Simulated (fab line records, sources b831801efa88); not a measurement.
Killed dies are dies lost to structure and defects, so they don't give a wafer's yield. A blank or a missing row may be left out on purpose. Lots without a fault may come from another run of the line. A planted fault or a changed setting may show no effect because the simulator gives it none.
Which tool did it? | flow sky130 | 13 lots, 39 wafers sampled, at 1 step of a route of 708

WHAT THE GAUGES READ, wafer by wafer
SKY_FIELD_ISO_THK_MEAS_04.
lot  | measured    | on            | FIELD_ISO_CVD_03_THK (nm)
L365 | day 1 15:41 | film_metro-01 | 164.4 164.2 165.5
L366 | day 1 19:48 | film_metro-03 | 166.7 167.0 165.6
L368 | day 2 06:34 | film_metro-03 | 162.7 164.0 163.7
L369 | day 2 11:05 | film_metro-03 | 168.0 167.9 166.8
L372 | day 3 05:34 | film_metro-03 | 162.1 163.4 163.3
L373 | day 3 08:25 | film_metro-01 | 164.9 165.0 164.4
L374 | day 3 11:23 | film_metro-04 | 163.1 164.1 162.7
L375 | day 3 15:29 | film_metro-04 | 165.2 164.9 165.0
L379 | day 4 11:59 | film_metro-04 | 164.9 164.1 163.8
L381 | day 4 21:54 | film_metro-04 | 166.0 165.4 165.7
L382 | day 5 03:12 | film_metro-01 | 162.8 162.9 163.9
L386 | day 6 00:01 | film_metro-01 | 166.7 165.9 164.9
L387 | day 6 04:47 | film_metro-03 | 167.2 168.4 166.7

WHICH TOOL RAN EACH LOT (tool, then ch and the chambers of the sampled wafers, then the start)
The record holds no process step before these readings.

WHAT THE TOOLS THEMSELVES READ (means of the sampled wafers that have a number; where no wafer has one, the mark that the record gives instead)
The record holds no such reading with a usual standard deviation.

THE ANSWER, worked out from the rows above alone
Rule: what is usual is taken from the lots themselves. Put in order of their means at a reading, lots are off if they are a third of the lots or fewer, leave a main group of 4 or more, and stand apart from it by a gap of 3 or more times the standard deviation of the main group's means; of several such gaps the widest counts. A main group whose means are all the same, to the digits that the tables above print for the reading, isn't used. A lot without any number at a reading at which 4 lots or more have one is off too. The other lots that the step has rows for count as sound. The gauges are gone through in route order, then the tools' own readings, and for those a lot's mean is taken as printed above. The first step at which some lot is off is used, and at that step the reading that is off furthest; a lot without a number counts as furthest.
No lot is off at any reading shown: from this, nothing can be told.

WHAT THE SIMULATOR HAD PUT IN
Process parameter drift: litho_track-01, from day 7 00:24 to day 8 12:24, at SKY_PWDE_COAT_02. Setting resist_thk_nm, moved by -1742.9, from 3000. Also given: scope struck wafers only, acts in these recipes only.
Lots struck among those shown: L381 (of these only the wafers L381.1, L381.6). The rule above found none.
